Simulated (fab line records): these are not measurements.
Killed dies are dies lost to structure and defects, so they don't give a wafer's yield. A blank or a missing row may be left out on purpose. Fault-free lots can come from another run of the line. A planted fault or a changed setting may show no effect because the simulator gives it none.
fab line records | flow sky130
record: lots: 6 wafers: 18 last-day: 49
route steps=708 shown METAL2@489
lots untouched by any fault: they come from a run of this same line in which no faults occurred
start-h: the number of hours between the record's first day and the start of the first shown wafer of the lot | wait-h: hours since the lot's step before | " as in the row above | L1.1+2: one row covering several wafers at once | - either no value or no given start | * or withheld: withheld | < > ~ a bound
route shown NAME@n: a module of which the file shows steps, and the number in the route of the first | usual: mean/standard deviation of fault-free wafers | same: alike in all rows | chamber/n: place in a boat | sites: per-site readings | _std_site: standard deviation across them | _edge_site: inner sites' mean taken away from outer sites' mean | radius-mm: for every site, how far away it sits from the centre of the wafer | mask NAME#n: copy n | behind: tool/chamber where the wafer was last shaped | hold: reason for holding the lot/hours on hold/outcome of the hold | device: the n, p or np transistor that did not switch | end of line: tests of these same wafers at the route's end | for a step that has no rows: nothing shown but its recipe | killed: not the wafer's yield, but the dies lost to structure and defects at the first sort | map: a wafer's dies, x killed, . not, _ none there
set.NAME: the setting that was run; set.NAME@STEP: the one run at that earlier step | model.NAME: the simulator's own value behind a step, which no gauge read
lots seen at some steps along the route; tables by step, rows by wafer
services: when a tool's chamber went out of use (start-h, in hours from the record's first day, below 0 if earlier), for how many hours, and the reason
== steps ==
step: SKY_METAL2_THK_MEAS_06
recipe: thk-meas-gauge: xrf reads: AlCu_of_METAL2_SPUTTER_02
usual: METAL2_ALCU_THK: 248/3.1
columns lot.wafer tool chamber start-h wait-h METAL2_ALCU_THK[nm]
L189.1 film-metro-02 - 790.94 0.1 255
L189.2 " - " " 252
L189.3 " - " " 254
L193.1 film-metro-04 - 820.96 0.1 247
L193.3 " - " " 244
L193.6 " - " " 246
L201.1 film-metro-02 - 882.79 0.1 247
L201.5 " - " " 247
L201.6 " - " " 247
L203.2 film-metro-04 - 900.17 0.1 248
L203.3 " - " " 246
L203.4 " - " " 247
L208.1 film-metro-02 - 933.16 0.1 246
L208.3 " - " " 249
L208.6 " - " " 250
L209.2 film-metro-03 - 943.96 0.1 247
L209.5 " - " " 244
L209.6 " - " " 248
step: SKY_METAL2_DEHYDRATE_07
recipe: temp-c: 200 time-s: 60
step: SKY_METAL2_HMDS_08
recipe: prime-time-s: 60 prime-temp-c: 120
step: SKY_METAL2_COAT_09
recipe: resist: BARC temp-c: withheld time-s: withheld spin-rpm: 3000 resist-thk-nm: 60
step: SKY_METAL2_COAT_10
recipe: resist: KrF-thick spin-rpm: 3000 resist-thk-nm: 450
step: SKY_METAL2_SOFTBAKE_11
recipe: temp-c: 100 time-s: 90 resist: KrF-thick
step: SKY_METAL2_EXPOSE_12
recipe: mask-id: MM2 na: 0.8 source-shape: annular sigma-inner: 0.55 sigma-outer: 0.85 target-cd-nm: 140 dose-mj: 28
step: SKY_METAL2_PEB_13
recipe: peb-temp-c: withheld peb-time-s: withheld resist: KrF-thick
step: SKY_METAL2_DEVELOP_14
recipe: develop-time-s: 60 resist: KrF-thick dev-temp-c: 21
step: SKY_METAL2_CD_MEAS_15
recipe: target-cd-nm: 140
usual: cd-nm: 139.6/1.5
columns lot.wafer tool chamber start-h wait-h cd-nm
L189.1 cd-sem-02 - 817.62 - 139.1
L189.2 " - " " 140.0
L189.3 " - " " 139.7
L193.1 cd-sem-02 - 848.03 - 139.6
L193.3 " - " " 140.0
L193.6 " - " " 140.3
L201.1 cd-sem-01 - 908.28 - 138.8
L201.5 " - " " 139.7
L201.6 " - " " 139.6
L203.2 cd-sem-01 - 924.75 - 139.0
L203.3 " - " " 141.7
L203.4 " - " " 138.9
L208.1 cd-sem-02 - 957.10 - 139.6
L208.3 " - " " 139.9
L208.6 " - " " 140.9
L209.2 cd-sem-01 - 967.60 - 137.0
L209.5 " - " " 137.4
L209.6 " - " " 138.3
step: SKY_METAL2_OVL_MEAS_16
usual: METAL2_OVL: 3/5.5
columns lot.wafer tool chamber start-h wait-h METAL2_OVL[nm]
L189.1 overlay-01 - 817.74 0.1 -5
L189.2 " - " " 4
L189.3 " - " " 2
L193.1 overlay-02 - 848.15 0.1 8
L193.3 " - " " 3
L193.6 " - " " 15
L201.1 overlay-01 - 908.40 0.1 2
L201.5 " - " " -1
L201.6 " - " " -7
L203.2 overlay-01 - 924.86 0.1 -3
L203.3 " - " " 2
L203.4 " - " " -1
L208.1 overlay-02 - 957.22 0.1 7
L208.3 " - " " 0
L208.6 " - " " 8
L209.2 overlay-02 - 967.71 0.1 5
L209.5 " - " " 14
L209.6 " - " " 8
step: SKY_METAL2_DESCUM_17
recipe: chemistry: O2 source-power-w: 150 bias-power-w: 0 pressure-mtorr: 10 temp-c: 40 time-s: 8
usual: drypump-motor-current-A: 5.8/0.5 oes-product-au: 0.999/0.0073
columns lot.wafer tool chamber start-h wait-h drypump-motor-current-A oes-product-au rf-hours-counter-h
L189.1 rie-metal-02 0 817.78 0.0 5.0 0.999 2
L189.2 " 1 " " 5.4 0.993 15
L189.3 " 1 " " 5.4 1.000 -
L193.1 rie-metal-04 0 848.19 0.0 6.1 0.994 8
L193.3 " 1 " " 5.3 1.008 -
L193.6 " 1 " " 5.3 1.002 -
L201.1 rie-metal-04 1 908.44 0.0 5.3 1.011 14
L201.5 " 0 " " 6.1 1.002 -
L201.6 " 1 " " 5.3 1.005 -
L203.2 rie-metal-04 1 924.89 0.0 5.3 1.000 15
L203.3 " 0 " " 6.1 1.003 -
L203.4 " 1 " " 5.3 1.004 -
L208.1 rie-metal-02 0 957.25 0.0 5.0 0.998 9
L208.3 " 0 " " 5.0 1.001 -
L208.6 " 1 " " 5.4 1.005 -
L209.2 rie-metal-01 0 967.74 0.0 5.7 1.006 11
L209.5 " 0 " " 5.7 1.012 -
L209.6 " 1 " " 6.5 0.987 -
step: SKY_METAL2_ETCH_18
recipe: chemistry: N2/H2 target: BARC ion-energy-ev: 200 bias-w: 100 pressure-mtorr: 30 n2-flow-sccm: 100 h2-flow-sccm: 200 icp-w: 500 stop-on: SiO2 time-s: 45.9 target-depth-a: 600
usual: drypump-motor-current-A: 5.8/0.5 oes-product-au: 0.856/0.0042 rf-fwd-power-W: 495.9/1.8 throttle-valve-pct: 13.225/0.0091
columns lot.wafer tool chamber start-h wait-h drypump-motor-current-A oes-product-au rf-fwd-power-W rf-hours-counter-h throttle-valve-pct model.KrF-thick_of_METAL2_COAT_10.thk-nm
L189.1 rie-metal-02 0 817.81 0.0 5.0 0.848 495.8 2 13.230 391.2
L189.2 " 1 " " 5.4 0.859 495.5 15 13.223 391.8
L189.3 " 1 " " 5.4 0.851 494.1 - 13.201 390.5
L193.1 rie-metal-04 0 848.22 0.0 6.1 0.856 494.6 8 13.235 391.4
L193.3 " 1 " " 5.3 0.858 494.0 - 13.219 389.4
L193.6 " 1 " " 5.3 0.854 496.1 - 13.216 390.1
L201.1 rie-metal-04 1 908.47 0.0 5.3 0.856 495.6 14 13.218 390.4
L201.5 " 0 " " 6.1 0.857 573.4 - 13.230 385.1
L201.6 " 1 " " 5.3 0.849 494.6 - 13.221 390.6
L203.2 rie-metal-04 1 924.92 0.0 5.3 0.858 494.0 15 13.224 392.4
L203.3 " 0 " " 6.2 0.845 574.2 - 13.220 387.6
L203.4 " 1 " " 5.3 0.859 495.0 - 13.209 392.6
L208.1 rie-metal-02 0 957.29 0.0 5.0 0.856 495.8 9 13.223 394.1
L208.3 " 0 " " 5.0 0.854 494.4 - 13.227 391.9
L208.6 " 1 " " 5.4 0.852 495.0 - 13.215 392.1
L209.2 rie-metal-01 0 967.77 0.0 5.7 0.846 498.2 11 13.217 393.3
L209.5 " 0 " " 5.7 0.854 496.5 - 13.208 392.6
L209.6 " 1 " " 6.5 0.856 496.7 - 13.213 393.8
step: SKY_METAL2_METAL_ETCH_19
recipe: target-depth-a: 3600 stop-on: SiO2 over-etch-frac: 0.3 time-s: 78 chemistry: Cl2/BCl3 resist-sidewall-deg: 88 pressure-mtorr: 10 icp-w: 900 bias-w: 48.5 Cl2_flow_sccm: 60 bcl3-flow-sccm: 30
usual: bcl3-flow-sccm: 29.99/0.081 drypump-motor-current-A: 5.8/0.49 oes-product-au: 0.854/0.005 rf-fwd-power-W: 895/3.3 throttle-valve-pct: 22.264/0.01
columns lot.wafer tool chamber start-h wait-h bcl3-flow-sccm drypump-motor-current-A oes-product-au rf-fwd-power-W rf-hours-counter-h throttle-valve-pct model.KrF-thick_of_METAL2_COAT_10.thk-nm
L189.1 rie-metal-02 0 817.87 0.0 30.04 5.1 0.866 895 2 22.270 156.5
L189.2 " 1 " " 30.02 5.4 0.855 896 15 22.267 156.3
L189.3 " 1 " " 29.96 5.4 0.859 896 - 22.258 157.4
L193.1 rie-metal-04 0 848.28 0.0 29.98 6.2 0.862 890 8 22.256 158.5
L193.3 " 1 " " 29.98 5.3 0.848 893 - 22.279 153.2
L193.6 " 1 " " 30.15 5.3 0.856 896 - 22.261 156.1
L201.1 rie-metal-04 1 908.53 0.0 29.99 5.3 0.853 895 14 22.264 156.4
L201.5 " 0 " " 30.02 6.1 0.845 891 - 22.261 151.7
L201.6 " 1 " " 30.04 5.3 0.857 895 - 22.261 155
L203.2 rie-metal-04 1 924.98 0.0 29.94 5.3 0.855 894 15 22.257 156.8
L203.3 " 0 " " 29.95 6.2 0.853 887 - 22.279 152.8
L203.4 " 1 " " 29.91 5.3 0.848 896 - 22.282 156.8
L208.1 rie-metal-02 0 957.35 0.0 29.93 5.1 0.854 894 9 22.253 159.5
L208.3 " 0 " " 29.93 5.1 0.859 894 - 22.263 157.1
L208.6 " 1 " " 30.07 5.4 0.854 896 - 22.271 159
L209.2 rie-metal-01 0 967.83 0.0 30.10 5.7 0.853 895 11 22.263 161.1
L209.5 " 0 " " 30.01 5.7 0.846 898 - 22.258 156.6
L209.6 " 1 " " 29.95 6.5 0.848 894 - 22.270 161.8
step: SKY_METAL2_STRIP_20
recipe: chemistry: O2/N2 power-w: 1400 pressure-mtorr: 1500 platen-temp-c: withheld o2-flow-sccm: 3000 n2-flow-sccm: 300 overash-fraction: 0.5
usual: drypump-motor-current-A: 5.8/0.58 oes-product-au: 0.343/0.0046 strip-time-to-endpoint-s: 2.71/0.036
columns lot.wafer tool chamber start-h wait-h drypump-motor-current-A oes-product-au rf-hours-counter-h strip-time-to-endpoint-s
L189.1 plasma-asher-02 1 817.96 0.1 5.4 0.346 7 2.66
L189.2 " 0 " " 5.6 0.348 7 2.67
L189.3 " 0 " " 5.6 0.341 - 2.68
L193.1 plasma-asher-02 0 848.37 0.1 5.6 0.344 10 2.67
L193.3 " 1 " " 5.4 0.345 - 2.63
L193.6 " 0 " " 5.6 0.343 - 2.68
L201.1 plasma-asher-01 0 908.62 0.1 6.6 0.342 48 2.67
L201.5 " 1 " " 6.0 0.336 - 2.63
L201.6 " 0 " " 6.6 0.340 - 2.66
L203.2 plasma-asher-02 1 925.07 0.1 5.4 0.342 18 2.67
L203.3 " 0 " " 5.6 0.342 - 2.63
L203.4 " 1 " " 5.4 0.342 - 2.67
L208.1 plasma-asher-01 1 957.44 0.1 6.0 0.345 53 2.70
L208.3 " 1 " " 6.0 0.347 - 2.67
L208.6 " 0 " " 6.6 0.353 - 2.67
L209.2 plasma-asher-02 1 967.92 0.1 5.4 0.341 23 2.73
L209.5 " 1 " " 5.4 0.347 - 2.68
L209.6 " 0 " " 5.6 0.350 - 2.73
== services ==
columns tool chamber start-h hours kind
rie-metal-02 1 866.53 - clean
rie-metal-02 1 866.53 15.4 scheduled-down
rie-metal-02 1 866.53 15.4 vent-cycle
rie-metal-01 1 877.61 - clean
rie-metal-01 1 877.61 14.5 scheduled-down
rie-metal-01 1 877.61 14.5 vent-cycle
plasma-asher-01 - 882.03 5.1 repair
plasma-asher-01 - 960.13 15.8 pm
== key ==
first-sign: step: SKY_METAL2_ETCH_18 reading: rf-fwd-power-W direction: up sigmas: 43 usual: 495.9 struck: 573.8
effect none on later readings
model-effect: step: SKY_METAL2_ETCH_18 value: KrF-thick_of_METAL2_COAT_10.thk-nm without: 392.5 struck: 386.4
model-effect: step: SKY_METAL2_METAL_ETCH_19 value: KrF-thick_of_METAL2_COAT_10.thk-nm without: 158.4 struck: 152.3
met-at SKY_METAL2_ETCH_18
struck-wafers L201.5,L203.3
onset-between 848.22 908.47
fault: kind: process-parameter-drift tool: rie-metal-04 chamber: 0 onset-h: 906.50 steps: SKY_METAL2_ETCH_18 channel: icp-w offset: 80 shape: step end-h: 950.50 acts-in: these-recipes-only stated: 500
